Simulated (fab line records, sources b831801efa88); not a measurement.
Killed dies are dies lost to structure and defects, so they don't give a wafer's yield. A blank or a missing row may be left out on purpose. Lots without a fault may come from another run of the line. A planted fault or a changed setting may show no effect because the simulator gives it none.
fab line records | flow gf180mcu
record lots=5 wafers=15 last_day=34
route steps=602 shown M2@380 V2@382 M3@409
lots that met no fault: from a run of the same line without faults
start_h: hours from the record's first day to the start of the lot's first wafer shown | wait_h: hours since the lot's step before | " the same as in the row above | L1.1+2: a row that stands for several wafers | - no value, or no start given | * or withheld: withheld | < > ~ a bound
route shown NAME@n: a module of which the file shows steps, and the number in the route of the first | usual: mean/standard deviation of fault-free wafers | same: alike in all rows | chamber/n: place in a boat | sites: the reading at each site | _std_site: their standard deviation | _edge_site: outer sites' mean less inner sites' | radius_mm: how far each site lies from the wafer's centre | mask NAME#n: copy n | behind: the tool/chamber that last shaped the wafer | hold: why the lot was held/for how many hours/how that ended | device: the transistor (n, p or np) that didn't switch | end of line: the same wafers' tests at the end of the route | a step without rows: its recipe alone | killed: dies lost to structure and defects at the first sort, not the wafer's yield | map: a wafer's dies, x killed, . not, _ none there
set.NAME: the setting as run; set.NAME@STEP: as run at that earlier step | model.NAME: the simulator's own value behind a step, which no gauge read
lots at some steps of the route; a table a step, a row a wafer
services: from which hour (start_h, from the record's first day; less than 0 if before it) a tool's chamber was out of use, for how many hours, and why
## steps
# step GF_M2_STRIP_18
# recipe chemistry=post_etch_residue_remover time_s=1200 temp_c=72.5
# same time_s=1200
# columns lot.wafer tool chamber start_h wait_h
L083.2+3+5 wet_bench-02 2 519.17 0.1
L087.1+3+6 wet_bench-04 1 553.37 0.1
L090.2+4+5 wet_bench-03 2 572.68 0.1
L095.1+2+3 wet_bench-02 1 617.82 0.1
L097.2+5+6 wet_bench-03 0 627.83 0.1
# step GF_M2_CLEAN_19
# recipe chemistry=DIW dry=n2_spin
# columns lot.wafer tool chamber start_h wait_h
L083.2+3+5 wet_bench-04 3 519.52 0.0
L087.1+3+6 wet_bench-03 2 553.72 0.0
L090.2+4+5 wet_bench-02 2 573.05 0.0
L095.1+2+3 wet_bench-03 3 618.16 0.0
L097.2+5+6 wet_bench-04 3 628.17 0.0
# step GF_V2_CVD_00
# recipe material=SiO2 target_thk_nm=600 sigma_open_frac=0.3 temp_c=400 time_s=100 sih4_flow_sccm=60 pressure_mtorr=6
# same time_s=100
# columns lot.wafer tool chamber start_h wait_h
L083.2+3+5 hdpcvd-01 0,2,0 519.62 0.0
L087.1+3+6 hdpcvd-01 0,2,2 553.82 0.0
L090.2+4+5 hdpcvd-02 2,2,0 573.14 0.0
L095.1+2+3 hdpcvd-01 2,0,1 618.26 0.0
L097.2+5+6 hdpcvd-02 1,0,1 628.26 0.0
# step GF_V2_THK_MEAS_01
# recipe reads=SiO2_of_V2_CVD_00
# usual V2_CVD_00_THK=599/6
# columns lot.wafer tool chamber start_h wait_h V2_CVD_00_THK[nm]
L083.2 film_metro-04 - 519.70 0.0 593
L083.3 " - " " 597
L083.5 " - " " 590
L087.1 film_metro-04 - 553.90 0.0 600
L087.3 " - " " 609
L087.6 " - " " 598
L090.2 film_metro-04 - 573.22 0.0 600
L090.4 " - " " 602
L090.5 " - " " 595
L095.1 film_metro-04 - 618.33 0.0 606
L095.2 " - " " 603
L095.3 " - " " 593
L097.2 film_metro-01 - 628.34 0.0 587
L097.5 " - " " 597
L097.6 " - " " 591
# step GF_V2_CVD_02
# recipe material=SiO2 target_thk_nm=850 precursor=TEOS temp_c=400 time_s=94.851 rf_w=600
# usual heater_power_w=589/83
# same time_s=94.851
# columns lot.wafer tool chamber start_h wait_h heater_power_w
L083.2 pecvd-02 2 519.75 0.0 634
L083.3 " 0 " " 624
L083.5 " 0 " " 671
L087.1 pecvd-03 2 553.96 0.1 634
L087.3 " 1 " " 520
L087.6 " 0 " " 673
L090.2 pecvd-03 2 573.27 0.0 601
L090.4 " 2 " " 620
L090.5 " 1 " " 459
L095.1 pecvd-03 0 618.39 0.1 604
L095.2 " 1 " " 523
L095.3 " 2 " " 694
L097.2 pecvd-03 1 628.39 0.0 553
L097.5 " 2 " " 607
L097.6 " 0 " " 533
# step GF_V2_THK_MEAS_03
# recipe reads=SiO2_of_V2_CVD_02
# usual V2_CVD_02_THK=850/11
# columns lot.wafer tool chamber start_h wait_h V2_CVD_02_THK[nm]
L083.2 film_metro-01 - 519.83 0.0 840
L083.3 " - " " 854
L083.5 " - " " 863
L087.1 film_metro-02 - 554.03 0.0 825
L087.3 " - " " 828
L087.6 " - " " 830
L090.2 film_metro-01 - 573.35 0.0 837
L090.4 " - " " 860
L090.5 " - " " 871
L095.1 film_metro-04 - 618.46 0.0 838
L095.2 " - " " 851
L095.3 " - " " 849
L097.2 film_metro-01 - 628.47 0.0 852
L097.5 " - " " 857
L097.6 " - " " 852
# step GF_V2_CMP_04
# recipe material=SiO2 down_force_psi=4 platen_rpm=60 pad_velocity_m_s=0.94248
# usual head_pressure_psi=4.000/0.0083 motor_current_A=12.4/0.79 time_to_endpoint_s=79/4.4
# columns lot.wafer tool chamber start_h wait_h head_pressure_psi motor_current_A time_to_endpoint_s
L083.2 cmp-01 2 519.88 0.0 3.993 13.3 71
L083.3 " 3 " " 3.999 11.6 77
L083.5 " 2 " " 4.013 12.6 85
L087.1 cmp-01 1 554.09 0.1 4.008 10.7 69
L087.3 " 3 " " 4.004 11.6 72
L087.6 " 2 " " 4.006 13.4 75
L090.2 cmp-02 0 573.79 0.4 3.992 12.1 80
L090.4 " 1 " " 4.000 13.7 88
L090.5 " 3 " " 4.002 13.1 91
L095.3 cmp-01 0 618.52 0.0 4.003 12.3 82
L095.2 " 2 " " 3.982 13.0 86
L095.1 " 3 " " 3.989 11.9 79
L097.2 cmp-02 2 628.67 0.2 3.995 12.1 83
L097.5 " 3 " " 3.996 13.4 82
L097.6 " 0 " " 4.003 11.9 82
# step GF_V2_BOW_MEAS_05
# recipe mode=bow
# usual V2_BOW=98/8.3
# columns lot.wafer tool chamber start_h wait_h V2_BOW[um]
L083.2 film_metro-04 - 520.20 0.3 100
L083.3 " - " " 106
L083.5 " - " " 100
L087.1 film_metro-04 - 554.39 0.2 103
L087.3 " - " " 99
L087.6 " - " " 118
L090.2 film_metro-01 - 574.06 0.2 109
L090.4 " - " " 97
L090.5 " - " " 90
L095.1 film_metro-04 - 618.82 0.1 112
L095.2 " - " " 101
L095.3 " - " " 103
L097.2 film_metro-01 - 628.84 0.1 104
L097.5 " - " " 100
L097.6 " - " " 103
# step GF_V2_DEHYDRATE_06
# recipe temp_c=200 time_s=60
# usual resist_line_temp_C=23.00/0.11
# same time_s=60
# columns lot.wafer tool chamber start_h wait_h resist_line_temp_C
L083.2 litho_track-01 0 531.61 11.4 22.94
L083.3 " 0 " " 23.13
L083.5 " 0 " " 23.23
L087.1 litho_track-04 0 564.11 9.7 23.09
L087.3 " 0 " " 22.91
L087.6 " 0 " " 22.98
L090.2 litho_track-01 0 583.61 9.5 22.91
L090.4 " 0 " " 23.04
L090.5 " 0 " " 23.17
L095.1 litho_track-01 0 628.89 10.0 23.11
L095.2 " 0 " " 23.08
L095.3 " 0 " " 23.09
L097.2 litho_track-01 0 638.11 9.3 22.75
L097.5 " 0 " " 22.84
L097.6 " 0 " " 22.74
# step GF_V2_HMDS_07
# recipe prime_time_s=60 prime_temp_c=120
# usual resist_line_temp_C=23.01/0.11
# columns lot.wafer tool chamber start_h wait_h resist_line_temp_C
L083.2 litho_track-01 0 531.76 0.1 22.89
L083.3 " 0 " " 22.83
L083.5 " 0 " " 22.74
L087.1 litho_track-04 0 564.26 0.1 22.97
L087.3 " 0 " " 22.91
L087.6 " 0 " " 22.85
L090.2 litho_track-01 0 583.76 0.1 23.16
L090.4 " 0 " " 22.94
L090.5 " 0 " " 23.06
L095.1 litho_track-01 0 629.04 0.1 23.09
L095.2 " 0 " " 23.02
L095.3 " 0 " " 23.16
L097.2 litho_track-01 0 638.26 0.1 22.86
L097.5 " 0 " " 23.03
L097.6 " 0 " " 22.98
# step GF_V2_COAT_08
# recipe resist=BARC temp_c=withheld time_s=withheld spin_rpm=withheld resist_thk_nm=withheld
# usual dispense_pressure_kPa=49/3.1 resist_line_temp_C=*
# columns lot.wafer tool chamber start_h wait_h dispense_pressure_kPa resist_line_temp_C
L083.2 litho_track-01 0 531.91 0.1 49 *
L083.3 " 0 " " 49 *
L083.5 " 0 " " 49 *
L087.1 litho_track-04 0 564.41 0.1 52 *
L087.3 " 0 " " 52 *
L087.6 " 0 " " 52 *
L090.2 litho_track-01 0 583.91 0.1 49 *
L090.4 " 0 " " 49 *
L090.5 " 0 " " 49 *
L095.1 litho_track-01 0 629.19 0.1 49 *
L095.2 " 0 " " 49 *
L095.3 " 0 " " 49 *
L097.2 litho_track-01 0 638.41 0.1 49 *
L097.5 " 0 " " 49 *
L097.6 " 0 " " 49 *
# step GF_V2_COAT_09
# recipe resist=KrF spin_rpm=withheld resist_thk_nm=1000
# usual dispense_pressure_kPa=49/3.1 resist_line_temp_C=23.00/0.11
# columns lot.wafer tool chamber start_h wait_h dispense_pressure_kPa resist_line_temp_C
L083.2 litho_track-01 0 - - 49 22.82
L083.3 " 0 " " 49 23.07
L083.5 " 0 " " 49 22.88
L087.1 litho_track-04 0 - - 52 22.89
L087.3 " 0 " " 52 22.81
L087.6 " 0 " " 52 22.97
L090.2 litho_track-01 0 - - 49 23.05
L090.4 " 0 " " 49 23.08
L090.5 " 0 " " 49 22.90
L095.1 litho_track-01 0 - - 49 22.99
L095.2 " 0 " " 49 23.06
L095.3 " 0 " " 49 22.99
L097.2 litho_track-01 0 - - 49 23.19
L097.5 " 0 " " 49 23.04
L097.6 " 0 " " 49 22.90
# step GF_V2_SOFTBAKE_10
# recipe temp_c=130 time_s=60 resist=KrF
# usual resist_line_temp_C=23.03/0.11
# same time_s=60
# columns lot.wafer tool chamber start_h wait_h resist_line_temp_C
L083.2 litho_track-01 0 - - 23.05
L083.3 " 0 " " 23.06
L083.5 " 0 " " 22.92
L087.1 litho_track-04 0 - - 23.16
L087.3 " 0 " " 23.11
L087.6 " 0 " " 22.91
L090.2 litho_track-01 0 - - 22.98
L090.4 " 0 " " 23.11
L090.5 " 0 " " 23.06
L095.1 litho_track-01 0 - - 23.15
L095.2 " 0 " " 22.98
L095.3 " 0 " " 23.06
L097.2 litho_track-01 0 - - 23.11
L097.5 " 0 " " 22.96
L097.6 " 0 " " 22.97
# step GF_V2_EXPOSE_11
# recipe mask_id=Via2 target_cd_nm=260 na=0.68 source_shape=conventional sigma_outer=0.6 dose_mj=38
# columns lot.wafer tool chamber start_h wait_h mask
L083.2+3+5 krf_scanner-02 0 - - Via2#0
L087.1+3+6 krf_scanner-02 0 - - Via2#0
L090.2+4+5 krf_scanner-01 0 - - Via2#0
L095.1+2+3 krf_scanner-02 0 - - Via2#0
L097.2+5+6 krf_scanner-02 0 - - Via2#0
# step GF_V2_PEB_12
# recipe peb_temp_c=135 peb_time_s=90 resist=KrF
# usual resist_line_temp_C=22.98/0.089
# columns lot.wafer tool chamber start_h wait_h resist_line_temp_C
L083.2 litho_track-04 0 - - 22.94
L083.3 " 0 " " 23.14
L083.5 " 0 " " 22.87
L087.1 litho_track-04 0 - - 22.83
L087.3 " 0 " " 23.05
L087.6 " 0 " " 22.98
L090.2 litho_track-02 0 - - 23.12
L090.4 " 0 " " 22.99
L090.5 " 0 " " 22.86
L095.1 litho_track-02 0 - - 22.95
L095.2 " 0 " " 23.02
L095.3 " 0 " " 23.09
L097.2 litho_track-04 0 - - 23.08
L097.5 " 0 " " 23.10
L097.6 " 0 " " 22.99
# step GF_V2_DEVELOP_13
# recipe develop_time_s=60 resist=KrF dev_temp_c=21
# usual resist_line_temp_C=23.03/0.11
# columns lot.wafer tool chamber start_h wait_h resist_line_temp_C
L083.2 litho_track-04 0 543.48 0.2 23.06
L083.3 " 0 " " 22.95
L083.5 " 0 " " 23.11
L087.1 litho_track-04 0 575.71 0.2 22.85
L087.3 " 0 " " 23.05
L087.6 " 0 " " 23.01
L090.2 litho_track-02 0 594.48 0.2 23.16
L090.4 " 0 " " 23.08
L090.5 " 0 " " 22.96
L095.1 litho_track-02 0 639.41 0.2 23.07
L095.2 " 0 " " 23.04
L095.3 " 0 " " 23.12
L097.2 litho_track-04 0 648.68 0.2 23.11
L097.5 " 0 " " 23.08
L097.6 " 0 " " 22.97
# step GF_V2_CD_MEAS_14
# recipe target_cd_nm=260
# usual cd_nm=260.0/1.1
# columns lot.wafer tool chamber start_h wait_h cd_nm
L083.2 cd_sem-01 - 543.63 0.1 260.8
L083.3 " - " " 259.5
L083.5 " - " " 259.7
L087.1 cd_sem-02 - 575.86 0.1 261.4
L087.3 " - " " 262.5
L087.6 " - " " 261.4
L090.2 cd_sem-02 - 594.63 0.1 258.2
L090.4 " - " " 258.9
L090.5 " - " " 259.5
L095.1 cd_sem-02 - 639.56 0.1 261.6
L095.2 " - " " 261.5
L095.3 " - " " 261.2
L097.2 cd_sem-02 - 648.82 0.1 261.7
L097.5 " - " " 262.2
L097.6 " - " " 260.6
# step GF_V2_OVL_MEAS_15
# usual V2_OVL=4/3.9
# columns lot.wafer tool chamber start_h wait_h V2_OVL[nm]
L083.2 overlay-01 - 543.73 0.1 7
L083.3 " - " " 8
L083.5 " - " " 9
L087.1 overlay-02 - 575.98 0.1 4
L087.3 " - " " 0
L087.6 " - " " 0
L090.2 overlay-02 - 594.73 0.1 10
L090.4 " - " " 10
L090.5 " - " " 11
L095.1 overlay-02 - 639.68 0.1 0
L095.2 " - " " 5
L095.3 " - " " 4
L097.2 overlay-01 - 648.93 0.1 5
L097.5 " - " " 3
L097.6 " - " " -3
# step GF_V2_ETCH_16
# recipe chemistry=N2/H2 target_depth_a=withheld overetch_a=withheld time_s=withheld target=BARC ion_energy_ev=200 source_w=500 bias_w=100 pressure_mtorr=30 n2_flow_sccm=100 h2_flow_sccm=200
# usual drypump_motor_current_A=5.9/0.46 oes_product_au=0.854/0.0047 throttle_valve_pct=13.225/0.0097
# columns lot.wafer tool chamber start_h wait_h drypump_motor_current_A oes_product_au throttle_valve_pct
L083.2 rie_diel-02 3 543.76 0.0 6.4 0.857 13.237
L083.3 " 1 " " 5.5 0.848 13.215
L083.5 " 3 " " 6.4 0.849 13.216
L087.1 rie_diel-02 3 576.01 0.0 6.3 0.852 13.221
L087.3 " 1 " " 5.5 0.849 13.232
L087.6 " 2 " " 5.2 0.847 13.219
L090.2 rie_diel-02 1 594.76 0.0 5.5 0.854 13.228
L090.4 " 2 " " 5.2 0.853 13.224
L090.5 " 0 " " 6.1 0.849 13.231
L095.1 rie_diel-04 3 639.71 0.0 6.2 0.858 13.227
L095.2 " 1 " " 6.5 0.856 13.238
L095.3 " 0 " " 6.4 0.853 13.208
L097.2 rie_diel-02 0 648.96 0.0 6.1 0.860 13.222
L097.5 " 2 " " 5.2 0.851 13.224
L097.6 " 1 " " 5.5 0.861 13.235
# step GF_V2_ETCH_17
# recipe chemistry=C4F8/O2/Ar mask_material=KrF target=SiO2 stop_on=TiN source_w=1500 bias_w=1200 pressure_mtorr=40 c4f8_flow_sccm=withheld O2_flow_sccm=6 Ar_flow_sccm=300 time_s=withheld target_depth_a=6300
# usual oes_product_au=0.856/0.0047
# columns lot.wafer tool chamber start_h wait_h oes_product_au
L083.2 rie_diel-02 3 - - 0.854
L083.3 " 1 " " 0.858
L083.5 " 3 " " 0.856
L087.1 rie_diel-02 3 - - 0.868
L087.3 " 1 " " 0.857
L087.6 " 2 " " 0.849
L090.2 rie_diel-02 1 - - 0.860
L090.4 " 2 " " 0.860
L090.5 " 0 " " 0.847
L095.1 rie_diel-04 3 - - 0.855
L095.2 " 1 " " 0.852
L095.3 " 0 " " 0.850
L097.2 rie_diel-02 0 - - 0.849
L097.5 " 2 " " 0.855
L097.6 " 1 " " 0.856
# step GF_V2_STRIP_18
# recipe chemistry=O2/N2 power_w=1400 pressure_mtorr=1500 platen_temp_c=250 o2_flow_sccm=3000 n2_flow_sccm=300 overash_fraction=0.5
# usual drypump_motor_current_A=5.53/0.29 heater_power_w=357/28 oes_product_au=0.593/0.0046
# columns lot.wafer tool chamber start_h wait_h drypump_motor_current_A heater_power_w oes_product_au rf_hours_counter_h
L083.2 plasma_asher-04 1 543.89 - 5.78 333 0.595 11
L083.3 " 1 " " 5.78 344 0.593 -
L083.5 " 1 " " 5.79 345 0.591 -
L087.1 plasma_asher-04 1 576.14 - 5.75 351 0.584 14
L087.3 " 1 " " 5.75 339 0.585 -
L087.6 " 0 " " 5.35 331 0.588 -
L090.2 plasma_asher-02 1 594.89 - 5.01 309 0.592 50
L090.4 " 1 " " 5.02 321 0.597 -
L090.5 " 0 " " 5.60 360 0.597 -
L095.1 plasma_asher-01 0 639.84 - 5.89 388 0.590 106
L095.2 " 1 " " 5.52 376 0.594 106
L095.3 " 1 " " 5.52 374 0.598 -
L097.2 plasma_asher-02 1 649.09 - 5.02 309 0.589 55
L097.5 " 0 " " 5.60 363 0.594 -
L097.6 " 1 " " 5.02 309 0.592 -
# step GF_V2_STRIP_19
# recipe chemistry=post_etch_residue_remover time_s=1200 temp_c=72.5
# same time_s=1200
# columns lot.wafer tool chamber start_h wait_h
L083.2+3+5 wet_bench-02 0 543.99 0.1
L087.1+3+6 wet_bench-02 1 576.24 0.1
L090.2+4+5 wet_bench-01 3 594.99 0.1
L095.1+2+3 wet_bench-03 0 639.94 0.1
L097.2+5+6 wet_bench-03 3 649.20 0.1
# step GF_V2_CLEAN_20
# recipe chemistry=DIW dry=n2_spin
# columns lot.wafer tool chamber start_h wait_h
L083.2+3+5 wet_bench-01 3 544.33 0.0
L087.1+3+6 wet_bench-03 0 576.58 0.0
L090.2+4+5 wet_bench-02 0 595.37 0.0
L095.1+2+3 wet_bench-02 1 640.28 0.0
L097.2+5+6 wet_bench-03 1 649.57 0.0
# step GF_V2_SPUTTER_21
# recipe material=Ti target_thk_nm=15 chamber_pressure_pa=5 power_w=2500 substrate_temp_c=200 time_s=80.02
# usual throttle_valve_pct=29.9/0.92
# same time_s=80.02
# columns lot.wafer tool chamber start_h wait_h throttle_valve_pct
L083.2 pvd_sputter-01 - 544.42 0.0 30.0
L083.3 " - " " 28.7
L083.5 " - " " 27.6
L087.1 pvd_sputter-02 - 576.68 0.0 31.4
L087.3 " - " " 29.7
L087.6 " - " " 31.4
L090.2 pvd_sputter-02 - 595.46 0.0 31.3
L090.4 " - " " 29.4
L090.5 " - " " 29.5
L095.1 pvd_sputter-04 - 640.38 0.0 29.6
L095.2 " - " " 30.7
L095.3 " - " " 31.0
L097.2 pvd_sputter-01 - 649.67 0.0 30.5
L097.5 " - " " 30.4
L097.6 " - " " 28.6
# step GF_V2_SPUTTER_22
# recipe material=TiN target_thk_nm=10 chamber_pressure_pa=5 power_w=4000 time_s=40
# usual throttle_valve_pct=29.9/0.9
# same time_s=40
# columns lot.wafer tool chamber start_h wait_h throttle_valve_pct
L083.2 pvd_sputter-01 - 544.49 0.0 30.3
L083.3 " - " " 28.4
L083.5 " - " " 27.6
L087.1 pvd_sputter-02 - 576.74 0.0 31.4
L087.3 " - " " 29.7
L087.6 " - " " 31.6
L090.2 pvd_sputter-02 - 595.52 0.0 31.2
L090.4 " - " " 29.6
L090.5 " - " " 29.3
L095.1 pvd_sputter-04 - 640.44 0.0 29.5
L095.2 " - " " 30.9
L095.3 " - " " 30.6
L097.2 pvd_sputter-01 - 649.73 0.0 30.3
L097.5 " - " " 30.4
L097.6 " - " " 28.8
# step GF_V2_CVD_23
# recipe material=W target_thk_nm=350 time_s=104.94 temp_c=400 pressure_torr=40
# usual heater_power_w=912/100
# same time_s=104.94
# columns lot.wafer tool chamber start_h wait_h heater_power_w
L083.2 cvd_w-02 1 544.52 0.0 770
L083.3 " 0 " " 925
L083.5 " 0 " " 984
L087.1 cvd_w-02 0 576.78 0.0 932
L087.3 " 0 " " 957
L087.6 " 1 " " 738
L090.2 cvd_w-01 0 595.56 0.0 890
L090.4 " 1 " " 1030
L090.5 " 1 " " 1066
L095.1 cvd_w-02 0 640.48 0.0 962
L095.2 " 0 " " 994
L095.3 " 0 " " 971
L097.2 cvd_w-01 1 649.77 0.0 1037
L097.5 " 1 " " 981
L097.6 " 0 " " 881
# step GF_V2_RS_MEAS_24
# recipe thk_meas_gauge=four-point-probe reads=W_of_V2_CVD_23+TiN_of_V2_SPUTTER_22+Ti_of_V2_SPUTTER_21
# usual V2_W_RS=0.325/0.0051
# columns lot.wafer tool chamber start_h wait_h V2_W_RS[ohm/sq]
L083.2 film_metro-01 - 544.66 0.1 0.328
L083.3 " - " " 0.335
L083.5 " - " " 0.332
L087.1 film_metro-01 - 576.89 0.1 0.328
L087.3 " - " " 0.332
L087.6 " - " " 0.328
L090.2 film_metro-02 - 595.69 0.1 0.317
L090.4 " - " " 0.322
L090.5 " - " " 0.320
L095.1 film_metro-04 - 640.70 0.2 0.331
L095.2 " - " " 0.331
L095.3 " - " " 0.331
L097.2 film_metro-04 - 649.90 0.1 0.323
L097.5 " - " " 0.322
L097.6 " - " " 0.322
# step GF_V2_THK_MEAS_25
# recipe thk_meas_gauge=xrf reads=W_of_V2_CVD_23
# usual V2_W_THK=344/5.5
# columns lot.wafer tool chamber start_h wait_h V2_W_THK[nm]
L083.2 film_metro-01 - 544.77 0.1 346
L083.3 " - " " 340
L083.5 " - " " 342
L087.1 film_metro-01 - 577.01 0.1 345
L087.3 " - " " 341
L087.6 " - " " 344
L090.2 film_metro-02 - 595.80 0.1 349
L090.4 " - " " 344
L090.5 " - " " 346
L095.1 film_metro-04 - 640.82 0.1 336
L095.2 " - " " 337
L095.3 " - " " 336
L097.2 film_metro-04 - 650.01 0.1 343
L097.5 " - " " 344
L097.6 " - " " 344
# step GF_V2_CMP_26
# recipe stop_on=SiO2 down_force_psi=3.5 platen_rpm=60 t_overpolish_s=15 target_thk_nm=0 pad_velocity_m_s=0.94248
# usual head_pressure_psi=3.500/0.0078 motor_current_A=11.3/0.8 overpolish_run_s=15.000/0.0087 time_to_endpoint_s=86/3.2
# columns lot.wafer tool chamber start_h wait_h head_pressure_psi motor_current_A overpolish_run_s time_to_endpoint_s
L083.3 cmp-01 2 544.82 0.0 3.500 12.4 15.005 86
L083.2 " 3 " " 3.495 10.7 14.997 87
L083.5 " 2 " " 3.500 12.2 15.006 87
L087.1 cmp-02 1 577.17 0.1 3.500 11.8 15.009 89
L087.3 " 2 " " 3.515 10.5 14.985 86
L087.6 " 3 " " 3.499 12.1 15.011 90
L090.2 cmp-02 3 595.85 0.0 3.521 12.4 14.992 88
L090.4 " 0 " " 3.498 11.9 15.009 91
L090.5 " 3 " " 3.510 12.8 14.998 87
L095.2 cmp-01 0 640.88 0.0 3.498 11.3 15.009 87
L095.1 " 2 " " 3.505 11.3 15.012 84
L095.3 " 3 " " 3.502 11.3 15.002 85
L097.2 cmp-01 3 650.11 0.1 3.492 11.3 15.012 86
L097.5 " 2 " " 3.510 11.9 15.000 86
L097.6 " 3 " " 3.493 11.8 14.989 87
# step GF_M3_SPUTTER_00
# recipe material=Ti target_thk_nm=37.5 arriving_ion_energy_ev=80 substrate_temp_c=200 chamber_pressure_pa=2 power_w=4000 time_s=150
# usual throttle_valve_pct=29.6/1.1
# same time_s=150
# columns lot.wafer tool chamber start_h wait_h throttle_valve_pct
L083.2 pvd_sputter-02 - 545.12 0.2 29.7
L083.3 " - " " 29.4
L083.5 " - " " 29.4
L087.1 pvd_sputter-01 - 577.37 0.1 30.2
L087.3 " - " " 29.0
L087.6 " - " " 28.9
L090.2 pvd_sputter-01 - 596.15 0.2 28.7
L090.4 " - " " 27.7
L090.5 " - " " 28.7
L095.1 pvd_sputter-03 - 641.18 0.1 28.1
L095.2 " - " " 31.4
L095.3 " - " " 29.5
L097.2 pvd_sputter-03 - 650.36 0.2 31.2
L097.5 " - " " 31.3
L097.6 " - " " 29.6
# step GF_M3_SPUTTER_01
# recipe material=TiN target_thk_nm=30 power_w=6500 time_s=25 chamber_pressure_pa=0.4
# usual throttle_valve_pct=29.6/1.1
# same time_s=25
# columns lot.wafer tool chamber start_h wait_h throttle_valve_pct
L083.2 pvd_sputter-02 - 545.22 0.1 29.7
L083.3 " - " " 29.5
L083.5 " - " " 29.4
L087.1 pvd_sputter-01 - 577.47 0.1 30.5
L087.3 " - " " 28.8
L087.6 " - " " 28.7
L090.2 pvd_sputter-01 - 596.25 0.1 28.7
L090.4 " - " " 27.5
L090.5 " - " " 28.6
L095.1 pvd_sputter-03 - 641.28 0.1 28.2
L095.2 " - " " 31.6
L095.3 " - " " 29.5
L097.2 pvd_sputter-03 - 650.46 0.1 31.3
L097.5 " - " " 31.4
L097.6 " - " " 29.5
# step GF_M3_SPUTTER_02
# recipe material=AlCu target_thk_nm=450 power_w=10600 time_s=23.9 chamber_pressure_pa=0.4
# usual throttle_valve_pct=29.6/1.1
# same time_s=23.9
# columns lot.wafer tool chamber start_h wait_h throttle_valve_pct
L083.2 pvd_sputter-02 - 545.25 0.0 29.8
L083.3 " - " " 29.3
L083.5 " - " " 29.5
L087.1 pvd_sputter-01 - 577.50 0.0 30.5
L087.3 " - " " 28.6
L087.6 " - " " 28.6
L090.2 pvd_sputter-01 - 596.28 0.0 28.6
L090.4 " - " " 27.7
L090.5 " - " " 28.7
L095.1 pvd_sputter-03 - 641.31 0.0 28.3
L095.2 " - " " 31.4
L095.3 " - " " 29.6
L097.2 pvd_sputter-03 - 650.49 0.0 31.3
L097.5 " - " " 31.3
L097.6 " - " " 29.8
# step GF_M3_SPUTTER_03
# recipe material=Ti target_thk_nm=10 substrate_temp_c=300 chamber_pressure_pa=0.3 power_w=3000 time_s=6.7
# usual throttle_valve_pct=29.6/1.1
# same time_s=6.7
# columns lot.wafer tool chamber start_h wait_h throttle_valve_pct
L083.2 pvd_sputter-02 - 545.28 0.0 29.6
L083.3 " - " " 29.4
L083.5 " - " " 29.6
L087.1 pvd_sputter-01 - 577.53 0.0 30.6
L087.3 " - " " 28.8
L087.6 " - " " 28.7
L090.2 pvd_sputter-01 - 596.31 0.0 28.9
L090.4 " - " " 27.6
L090.5 " - " " 28.6
L095.1 pvd_sputter-03 - 641.34 0.0 28.2
L095.2 " - " " 31.2
L095.3 " - " " 29.5
L097.2 pvd_sputter-03 - 650.52 0.0 31.3
L097.5 " - " " 31.4
L097.6 " - " " 29.6
# step GF_M3_SPUTTER_04
# recipe material=TiN target_thk_nm=50 power_w=6500 time_s=41.7 chamber_pressure_pa=0.4
# usual throttle_valve_pct=29.6/1.2
# same time_s=41.7
# columns lot.wafer tool chamber start_h wait_h throttle_valve_pct
L083.2 pvd_sputter-02 - 545.30 0.0 29.6
L083.3 " - " " 29.6
L083.5 " - " " 29.7
L087.1 pvd_sputter-01 - 577.56 0.0 30.4
L087.3 " - " " 28.7
L087.6 " - " " 28.5
L090.2 pvd_sputter-01 - 596.33 0.0 28.6
L090.4 " - " " 27.6
L090.5 " - " " 28.6
L095.1 pvd_sputter-03 - 641.36 0.0 28.2
L095.2 " - " " 31.5
L095.3 " - " " 29.5
L097.2 pvd_sputter-03 - 650.54 0.0 31.6
L097.5 " - " " 31.5
L097.6 " - " " 29.6
# step GF_M3_RS_MEAS_05
# recipe thk_meas_gauge=four-point-probe reads=TiN_of_M3_SPUTTER_04+Ti_of_M3_SPUTTER_03+AlCu_of_M3_SPUTTER_02+TiN_of_M3_SPUTTER_01+Ti_of_M3_SPUTTER_00
# usual M3_ALCU_RS=0.0696/0.00076
# columns lot.wafer tool chamber start_h wait_h M3_ALCU_RS[ohm/sq]
L083.2 film_metro-03 - 545.36 0.0 0.0704
L083.3 " - " " 0.0704
L083.5 " - " " 0.0704
L087.1 film_metro-03 - 577.60 0.0 0.0692
L087.3 " - " " 0.0699
L087.6 " - " " 0.0694
L090.2 film_metro-04 - 596.39 0.0 0.0706
L090.4 " - " " 0.0708
L090.5 " - " " 0.0699
L095.1 film_metro-03 - 641.40 0.0 0.0692
L095.2 " - " " 0.0694
L095.3 " - " " 0.0698
L097.2 film_metro-03 - 650.60 0.0 0.0705
L097.5 " - " " 0.0697
L097.6 " - " " 0.0706
# step GF_M3_THK_MEAS_06
# recipe thk_meas_gauge=xrf reads=AlCu_of_M3_SPUTTER_02
# usual M3_ALCU_THK=450/5.6
# columns lot.wafer tool chamber start_h wait_h M3_ALCU_THK[nm]
L083.2 film_metro-03 - 545.47 0.1 445
L083.3 " - " " 445
L083.5 " - " " 448
L087.1 film_metro-03 - 577.72 0.1 449
L087.3 " - " " 442
L087.6 " - " " 450
L090.2 film_metro-04 - 596.50 0.1 443
L090.4 " - " " 445
L090.5 " - " " 450
L095.1 film_metro-03 - 641.52 0.1 453
L095.2 " - " " 453
L095.3 " - " " 447
L097.2 film_metro-03 - 650.71 0.1 444
L097.5 " - " " 448
L097.6 " - " " 442
## services
# columns tool chamber start_h hours kind
pecvd-03 0 507.42 3.7 repair
krf_scanner-02 - 508.64 1.3 pm
cmp-02 - 522.22 7.6 pm
pvd_sputter-01 - 528.28 6.5 repair
cmp-02 - 535.41 19.0 repair
rie_diel-02 - 541.36 1.0 repair
wet_bench-04 - 545.76 5.4 repair
pvd_sputter-03 - 546.44 6.0 repair
cmp-02 - 550.18 1.1 repair
pvd_sputter-02 - 570.16 2.9 repair
rie_diel-02 0 570.49 12.4 repair
cmp-01 - 572.00 4.0 pm
cmp-02 - 581.44 0.4 repair
cmp-01 - 584.83 5.0 pm
pvd_sputter-02 - 584.92 3.3 repair
rie_diel-02 3 585.53 8.2 repair
krf_scanner-02 - 586.37 0.3 repair
cmp-01 - 591.09 1.4 repair
cmp-01 - 591.72 1.3 repair
krf_scanner-02 - 592.54 0.8 pm
krf_scanner-02 - 598.61 0.5 repair
rie_diel-02 - 602.07 0.3 repair
wet_bench-02 - 609.10 3.4 repair
pvd_sputter-01 - 638.24 4.0 repair
## key
fault none
